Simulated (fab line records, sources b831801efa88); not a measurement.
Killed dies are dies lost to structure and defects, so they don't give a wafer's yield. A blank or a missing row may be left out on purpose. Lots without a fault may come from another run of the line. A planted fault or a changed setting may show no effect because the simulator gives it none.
fab line records | flow sky130
record lots=11 wafers=33 last_day=50
route steps=708 shown METAL1@449 VIA1@471 METAL2@484 PAD_OPEN@708
lots that met no fault: from a run of the same line without faults
start_h: hours from the record's first day to the start of the lot's first wafer shown | wait_h: hours since the lot's step before | " the same as in the row above | L1.1+2: a row that stands for several wafers | - no value, or no start given | * or withheld: withheld | < > ~ a bound
route shown NAME@n: a module of which the file shows steps, and the number in the route of the first | usual: mean/standard deviation of fault-free wafers | same: alike in all rows | chamber/n: place in a boat | sites: the reading at each site | _std_site: their standard deviation | _edge_site: outer sites' mean less inner sites' | radius_mm: how far each site lies from the wafer's centre | mask NAME#n: copy n | behind: the tool/chamber that last shaped the wafer | hold: why the lot was held/for how many hours/how that ended | device: the transistor (n, p or np) that didn't switch | end of line: the same wafers' tests at the end of the route | a step without rows: its recipe alone | killed: dies lost to structure and defects at the first sort, not the wafer's yield | map: a wafer's dies, x killed, . not, _ none there
set.NAME: the setting as run; set.NAME@STEP: as run at that earlier step | model.NAME: the simulator's own value behind a step, which no gauge read
steps of the route over a sample of lots; a table a step, a row a wafer
services: from which hour (start_h, from the record's first day; less than 0 if before it) a tool's chamber was out of use, for how many hours, and why
## steps
# step SKY_METAL1_CD_MEAS_15
# recipe target_cd_nm=140
# usual cd_nm=140.0/1.7
# columns lot.wafer tool chamber start_h wait_h cd_nm
L158.1 cd_sem-01 - 764.84 - 137.8
L158.2 " - " " 138.0
L158.3 " - " " 136.8
L159.1 cd_sem-01 - 770.42 - 137.7
L159.2 " - " " 138.8
L159.6 " - " " 139.2
L160.3 cd_sem-01 - 788.38 - 138.6
L160.4 " - " " 139.7
L160.5 " - " " 140.9
L163.3 cd_sem-01 - 811.80 - 140.6
L163.4 " - " " 140.6
L163.6 " - " " 142.1
L165.2 cd_sem-01 - 817.69 - 138.3
L165.3 " - " " 138.7
L165.5 " - " " 139.3
L166.4 cd_sem-01 - 824.28 - 140.5
L166.5 " - " " 141.3
L166.6 " - " " 139.6
L172.1 cd_sem-02 - 871.09 - 139.8
L172.4 " - " " 139.8
L172.6 " - " " 138.9
L173.1 cd_sem-02 - 875.22 - 141.3
L173.3 " - " " 142.0
L173.4 " - " " 139.8
L174.1 cd_sem-02 - 884.99 - 140.2
L174.2 " - " " 140.2
L174.5 " - " " 138.8
L177.3 cd_sem-01 - 908.21 - 141.3
L177.4 " - " " 142.9
L177.5 " - " " 140.8
L181.1 cd_sem-02 - 932.06 - 141.6
L181.3 " - " " 142.4
L181.6 " - " " 142.3
# step SKY_VIA1_OVL_MEAS_13
# usual VIA1_OVL=4/5.1
# columns lot.wafer tool chamber start_h wait_h VIA1_OVL[nm]
L158.1 overlay-02 - 792.69 0.1 4
L158.2 " - " " 1
L158.3 " - " " 5
L159.1 overlay-01 - 798.89 0.1 4
L159.2 " - " " -3
L159.6 " - " " 0
L160.3 overlay-01 - 816.50 0.1 2
L160.4 " - " " 10
L160.5 " - " " 2
L163.3 overlay-02 - 839.35 0.1 4
L163.4 " - " " -1
L163.6 " - " " 1
L165.2 overlay-01 - 845.38 0.1 3
L165.3 " - " " 14
L165.5 " - " " 0
L166.4 overlay-02 - 852.16 0.1 2
L166.5 " - " " 17
L166.6 " - " " 3
L172.1 overlay-01 - 897.99 0.1 -2
L172.4 " - " " -1
L172.6 " - " " 1
L173.1 overlay-02 - 902.83 0.1 -2
L173.3 " - " " -4
L173.4 " - " " -1
L174.1 overlay-02 - 912.75 0.1 4
L174.2 " - " " 3
L174.5 " - " " 3
L177.3 overlay-02 - 934.40 0.1 8
L177.4 " - " " -3
L177.5 " - " " 4
L181.1 overlay-01 - 958.04 0.1 2
L181.3 " - " " 8
L181.6 " - " " 8
# step SKY_METAL2_SPUTTER_01
# recipe material=TiN target_thk_nm=20 power_w=6500 time_s=16.7 chamber_pressure_pa=0.4
# usual cathode_dc_power_W=6500.0/1.3 throttle_valve_pct=29.6/0.71
# columns lot.wafer tool chamber start_h wait_h cathode_dc_power_W throttle_valve_pct
L158.1 pvd_sputter-01 - 794.11 0.0 6499.7 29.3
L158.2 " - " " 6499.3 28.5
L158.3 " - " " 6501.0 30.8
L159.1 pvd_sputter-01 - 800.26 0.0 6501.3 28.6
L159.2 " - " " 6500.0 30.6
L159.6 " - " " 6500.9 30.9
L160.3 pvd_sputter-01 - 817.87 0.0 6500.3 29.8
L160.4 " - " " 6498.1 30.9
L160.5 " - " " 6500.7 29.0
L163.3 pvd_sputter-01 - 840.72 0.0 6497.6 30.8
L163.4 " - " " 6501.1 29.8
L163.6 " - " " 6498.9 31.0
L165.2 pvd_sputter-03 - 846.76 0.0 6498.2 29.3
L165.3 " - " " 6499.2 29.4
L165.5 " - " " 6497.4 29.6
L166.4 pvd_sputter-02 - 853.55 0.0 6502.3 29.4
L166.5 " - " " 6498.8 29.3
L166.6 " - " " 6500.1 29.8
L172.1 pvd_sputter-01 - 899.36 0.0 6499.5 30.1
L172.4 " - " " 6498.1 28.8
L172.6 " - " " 6500.2 28.6
L173.1 pvd_sputter-01 - 904.20 0.0 6498.4 30.4
L173.3 " - " " 6498.1 28.7
L173.4 " - " " 6499.1 28.9
L174.1 pvd_sputter-03 - 914.16 0.0 6498.7 29.3
L174.2 " - " " 6498.9 29.5
L174.5 " - " " 6502.0 29.7
L177.3 pvd_sputter-03 - 935.78 0.0 6502.9 29.5
L177.4 " - " " 6501.2 29.5
L177.5 " - " " 6497.5 29.6
L181.1 pvd_sputter-03 - 959.46 0.0 6501.0 29.4
L181.3 " - " " 6500.6 30.2
L181.6 " - " " 6499.6 29.3
# step SKY_METAL2_SPUTTER_04
# recipe material=TiN target_thk_nm=70 power_w=6500 time_s=58.3 chamber_pressure_pa=0.4
# usual cathode_dc_power_W=6500.1/1.1 throttle_valve_pct=29.6/0.71
# columns lot.wafer tool chamber start_h wait_h cathode_dc_power_W throttle_valve_pct
L158.1 pvd_sputter-01 - 794.18 0.0 6501.1 29.3
L158.2 " - " " 6500.9 28.7
L158.3 " - " " 6500.0 31.1
L159.1 pvd_sputter-01 - 800.33 0.0 6500.7 28.7
L159.2 " - " " 6499.0 30.9
L159.6 " - " " 6502.7 31.0
L160.3 pvd_sputter-01 - 817.94 0.0 6499.9 30.0
L160.4 " - " " 6499.7 31.1
L160.5 " - " " 6499.9 29.2
L163.3 pvd_sputter-01 - 840.79 0.0 6500.3 31.0
L163.4 " - " " 6500.6 30.0
L163.6 " - " " 6499.2 30.9
L165.2 pvd_sputter-03 - 846.82 0.0 6499.4 29.5
L165.3 " - " " 6499.7 29.3
L165.5 " - " " 6499.9 29.4
L166.4 pvd_sputter-02 - 853.62 0.0 6498.1 29.2
L166.5 " - " " 6499.2 29.5
L166.6 " - " " 6499.9 30.0
L172.1 pvd_sputter-01 - 899.43 0.0 6501.1 30.2
L172.4 " - " " 6499.8 28.6
L172.6 " - " " 6499.8 28.6
L173.1 pvd_sputter-01 - 904.27 0.0 6500.8 30.1
L173.3 " - " " 6499.1 28.3
L173.4 " - " " 6498.3 29.2
L174.1 pvd_sputter-03 - 914.23 0.0 6500.4 29.5
L174.2 " - " " 6500.9 29.7
L174.5 " - " " 6501.3 29.4
L177.3 pvd_sputter-03 - 935.85 0.0 6500.3 29.7
L177.4 " - " " 6501.0 29.8
L177.5 " - " " 6501.4 29.4
L181.1 pvd_sputter-03 - 959.53 0.0 6499.8 29.3
L181.3 " - " " 6499.2 30.2
L181.6 " - " " 6503.6 29.4
# step SKY_METAL2_RS_MEAS_05
# recipe thk_meas_gauge=four-point-probe reads=TiN_of_METAL2_SPUTTER_04+Ti_of_METAL2_SPUTTER_03+AlCu_of_METAL2_SPUTTER_02+TiN_of_METAL2_SPUTTER_01+Ti_of_METAL2_SPUTTER_00
# usual METAL2_ALCU_RS=0.1270/0.0018
# columns lot.wafer tool chamber start_h wait_h hold METAL2_ALCU_RS[ohm/sq]
L158.1 film_metro-03 - 794.23 0.0 - 0.1258
L158.2 " - " " - 0.1285
L158.3 " - " " - 0.1231
L159.1 film_metro-04 - 800.38 0.0 - 0.1278
L159.2 " - " " - 0.1239
L159.6 " - " " - 0.1232
L160.3 film_metro-04 - 818.03 0.1 - 0.1259
L160.4 " - " " - 0.1246
L160.5 " - " " - 0.1276
L163.3 film_metro-04 - 840.88 0.1 - 0.1255
L163.4 " - " " - 0.1252
L163.6 " - " " - 0.1244
L165.2 film_metro-04 - 846.89 0.0 - 0.1275
L165.3 " - " " - 0.1250
L165.5 " - " " - 0.1246
L166.4 film_metro-04 - 853.73 0.1 - 0.1249
L166.5 " - " " - 0.1252
L166.6 " - " " - 0.1258
L172.1 film_metro-03 - 899.48 0.0 await_dispo/0.2h/release 0.1263
L172.4 " - " " await_dispo/0.2h/release 0.1265
L172.6 " - " " await_dispo/0.2h/release 0.1267
L172.1 film_metro-03 - 899.77 0.3 - 0.1263
L172.4 " - " " - 0.1267
L172.6 " - " " - 0.1268
L173.1 film_metro-03 - 904.32 0.0 await_dispo/0.2h/release 0.1281
L173.3 " - " " await_dispo/0.2h/release 0.1296
L173.4 " - " " await_dispo/0.2h/release 0.1277
L173.1 film_metro-03 - 904.73 0.4 - 0.1280
L173.3 " - " " - 0.1295
L173.4 " - " " - 0.1278
L174.1 film_metro-01 - 914.28 0.0 - 0.1237
L174.2 " - " " - 0.1278
L174.5 " - " " - 0.1240
L177.3 film_metro-03 - 935.93 0.1 - 0.1265
L177.4 " - " " - 0.1293
L177.5 " - " " - 0.1274
L181.1 film_metro-04 - 959.58 0.0 - 0.1268
L181.3 " - " " - 0.1275
L181.6 " - " " - 0.1263
# step SKY_METAL2_THK_MEAS_06
# recipe thk_meas_gauge=xrf reads=AlCu_of_METAL2_SPUTTER_02
# usual METAL2_ALCU_THK=249/3.8
# columns lot.wafer tool chamber start_h wait_h hold METAL2_ALCU_THK[nm]
L158.1 film_metro-03 - 794.35 0.1 - 251
L158.2 " - " " - 246
L158.3 " - " " - 255
L159.1 film_metro-04 - 800.50 0.1 - 249
L159.2 " - " " - 257
L159.6 " - " " - 257
L160.3 film_metro-04 - 818.13 0.1 - 253
L160.4 " - " " - 254
L160.5 " - " " - 248
L163.3 film_metro-04 - 840.98 0.1 - 251
L163.4 " - " " - 252
L163.6 " - " " - 255
L165.2 film_metro-04 - 847.00 0.1 - 249
L165.3 " - " " - 253
L165.5 " - " " - 253
L166.4 film_metro-04 - 853.82 0.1 - 254
L166.5 " - " " - 251
L166.6 " - " " - 251
L172.1 film_metro-03 - 901.14 1.3 await_dispo/0.2h/release 250
L172.4 " - " " await_dispo/0.2h/release 225
L172.6 " - " " await_dispo/0.2h/release 225
L172.1 film_metro-03 - 901.39 0.2 - 247
L172.4 " - " " - 227
L172.6 " - " " - 228
L173.1 film_metro-03 - 907.88 3.1 await_dispo/0.2h/release 246
L173.3 " - " " await_dispo/0.2h/release 224
L173.4 " - " " await_dispo/0.2h/release 224
L173.1 film_metro-03 - 908.11 0.2 - 246
L173.3 " - " " - 223
L173.4 " - " " - 224
L174.1 film_metro-01 - 914.40 0.1 - 256
L174.2 " - " " - 249
L174.5 " - " " - 257
L177.3 film_metro-03 - 936.03 0.1 - 249
L177.4 " - " " - 243
L177.5 " - " " - 248
L181.1 film_metro-04 - 959.70 0.1 - 249
L181.3 " - " " - 247
L181.6 " - " " - 250
# step SKY_PAD_OPEN_PROBE_99
# usual defect_limited_yield=82.5/1.7 killed_at_M0_to_M3=42/6.1 killed_at_M4_up=3.1/1.7 killed_at_contacts=24/5.5 killed_at_front_end=16/4.1 killed_at_other=0.3/0.57 killed_dies=86/8.2 killed_open=47/6.8 killed_short=38/5.8 sort_bin_3_pad_short=0.8/0.42 sort_bin_5_function=10.2/1.3 sort_bin_6_memory=6.4/1 sort_n_pass=406/8.2 sort_yield_pct=82.5/1.7
# same gross_dies=492 killed_at_back_side=0 sort_bin_4_leakage[%]=0 sort_bin_8_speed[%]=0
# columns lot.wafer tool chamber start_h wait_h defect_limited_yield[%] killed_at_M0_to_M3 killed_at_M4_up killed_at_contacts killed_at_front_end killed_at_other killed_dies killed_open killed_short sort_bin_3_pad_short[%] sort_bin_5_function[%] sort_bin_6_memory[%] sort_n_pass sort_yield_pct[%]
L160.3 prober-02 - 1092.81 0.2 85.0 44 1 17 11 1 74 39 35 0.4 9.1 5.5 418 85.0
L160.4 prober-02 - 1092.86 0.2 83.9 38 5 21 15 0 79 36 43 1.0 9.6 5.5 413 83.9
L160.5 prober-02 - 1092.91 0.2 82.3 43 6 23 15 0 87 33 54 0.6 8.1 8.9 405 82.3
L166.4 prober-02 - 1121.81 0.2 84.6 42 3 24 6 1 76 47 29 1.2 7.7 6.5 416 84.6
L166.5 prober-02 - 1121.86 0.2 82.1 41 3 34 10 0 88 57 30 0.6 10.8 6.5 404 82.1
L166.6 prober-02 - 1121.91 0.2 82.1 38 3 21 25 1 88 50 38 1.8 10.2 5.9 404 82.1
L173.1 prober-01 - 1159.68 0.1 79.5 52 1 35 12 1 101 63 36 0.8 11.8 7.9 391 79.5
L173.3 prober-01 - 1159.78 0.2 81.7 49 3 22 14 2 90 49 39 0.6 10.0 7.7 402 81.7
L173.4 prober-01 - 1159.83 0.2 85.0 38 1 22 12 1 74 49 24 0.4 9.8 4.9 418 85.0
# killed by level:class
L160.3 VIA2:geometric_particle:open=10 VIA1:geometric_particle:open=9 LI_CONTACT:geometric_particle:open=7 METAL1:geometric_particle:short=6 FIELD_ISO:geometric_particle:open=5 METAL2:geometric_particle:short=5 VIA2:geometric_particle:short=5 LI_CONTACT:geometric_particle:short=4
L160.4 VIA2:geometric_particle:open=8 CONTACT:geometric_particle:open=7 METAL1:geometric_particle:short=7 VIA1:geometric_particle:open=6 POLY_GATE:geometric_particle:short=5 LI_CONTACT:geometric_particle:open=5 FIELD_ISO:geometric_particle:short=4 VIA1:geometric_particle:short=4
L160.5 VIA1:geometric_particle:short=11 VIA1:geometric_particle:open=7 CONTACT:geometric_particle:short=7 FIELD_ISO:geometric_particle:open=5 VIA3:geometric_particle:short=5 LOCAL_INTERCONNECT:geometric_particle:short=5 CONTACT:geometric_particle:open=5 VIA2:geometric_particle:open=5
L166.4 VIA1:geometric_particle:open=14 CONTACT:geometric_particle:open=8 VIA2:geometric_particle:open=7 LOCAL_INTERCONNECT:geometric_particle:short=6 CONTACT:geometric_particle:short=5 LI_CONTACT:geometric_particle:open=5 METAL2:geometric_particle:short=5 METAL1:geometric_particle:short=3
L166.5 CONTACT:geometric_particle:open=17 VIA1:geometric_particle:open=13 LI_CONTACT:geometric_particle:open=10 VIA1:geometric_particle:short=7 VIA3:geometric_particle:open=6 METAL1:geometric_particle:short=6 FIELD_ISO:geometric_particle:open=3 LI_CONTACT:geometric_particle:short=3
L166.6 POLY_GATE:geometric_particle:open=9 CONTACT:geometric_particle:open=9 VIA1:geometric_particle:open=8 FIELD_ISO:geometric_particle:open=6 VIA3:geometric_particle:short=6 LI_CONTACT:geometric_particle:open=6 VIA3:geometric_particle:open=5 VIA1:geometric_particle:short=5
L173.1 CONTACT:geometric_particle:open=21 VIA1:geometric_particle:open=12 METAL2:geometric_particle:short=12 LI_CONTACT:geometric_particle:open=8 METAL1:geometric_particle:short=8 VIA3:geometric_particle:open=7 VIA2:geometric_particle:open=5 METAL2:geometric_particle:open=5
L173.3 METAL2:geometric_particle:short=12 VIA1:geometric_particle:open=8 LI_CONTACT:geometric_particle:open=7 CONTACT:geometric_particle:open=7 VIA2:geometric_particle:open=6 VIA3:geometric_particle:open=6 CONTACT:geometric_particle:short=4 METAL2:geometric_particle:open=4
L173.4 VIA1:geometric_particle:open=13 CONTACT:geometric_particle:open=10 VIA3:geometric_particle:open=6 POLY_GATE:geometric_particle:short=4 LI_CONTACT:geometric_particle:open=4 CONTACT:geometric_particle:short=4 VIA2:geometric_particle:open=4 VIA3:geometric_particle:short=4
## services
# columns tool chamber start_h hours kind
pvd_sputter-03 - 771.79 1.0 repair
pvd_sputter-02 - 781.91 27.5 repair
pvd_sputter-02 3 832.59 - consumable_replace:kit
pvd_sputter-02 3 832.59 18.0 scheduled_down
pvd_sputter-02 3 832.59 18.0 vent_cycle
pvd_sputter-01 - 840.88 25.9 repair
pvd_sputter-02 - 844.04 1.2 repair
pvd_sputter-02 - 845.29 1.3 repair
pvd_sputter-02 - 845.80 3.6 repair
pvd_sputter-01 0 875.30 - consumable_replace:kit
pvd_sputter-01 0 875.30 18.0 scheduled_down
pvd_sputter-01 0 875.30 18.0 vent_cycle
pvd_sputter-02 - 887.66 3.5 repair
pvd_sputter-03 1 910.93 - consumable_replace:kit
pvd_sputter-03 1 910.93 18.0 scheduled_down
pvd_sputter-03 1 910.93 18.0 vent_cycle
pvd_sputter-03 - 912.59 0.9 repair
pvd_sputter-03 - 920.81 3.0 repair
## key
first_sign step=SKY_METAL2_RS_MEAS_05 reading=visit direction=added
effect step=SKY_METAL2_THK_MEAS_06 reading=visit direction=added
effect step=SKY_METAL2_THK_MEAS_06 reading=METAL2_ALCU_THK direction=down sigmas=6.4 usual=249 struck=225
met_at SKY_METAL2_SPUTTER_04
struck_lots L172,L173
struck_wafers L172.4,L172.6,L173.3,L173.4
not_acting_at SKY_METAL1_CD_MEAS_15,SKY_VIA1_OVL_MEAS_13,SKY_METAL2_SPUTTER_01
onset_between 840.79 899.43
fault kind=process_parameter_drift tool=pvd_sputter-01 chamber=- onset_h=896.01 steps=SKY_METAL2_SPUTTER_04 channel=time_s offset=* shape=step end_h=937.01 scope=struck_wafers_only acts_in=* stated=*
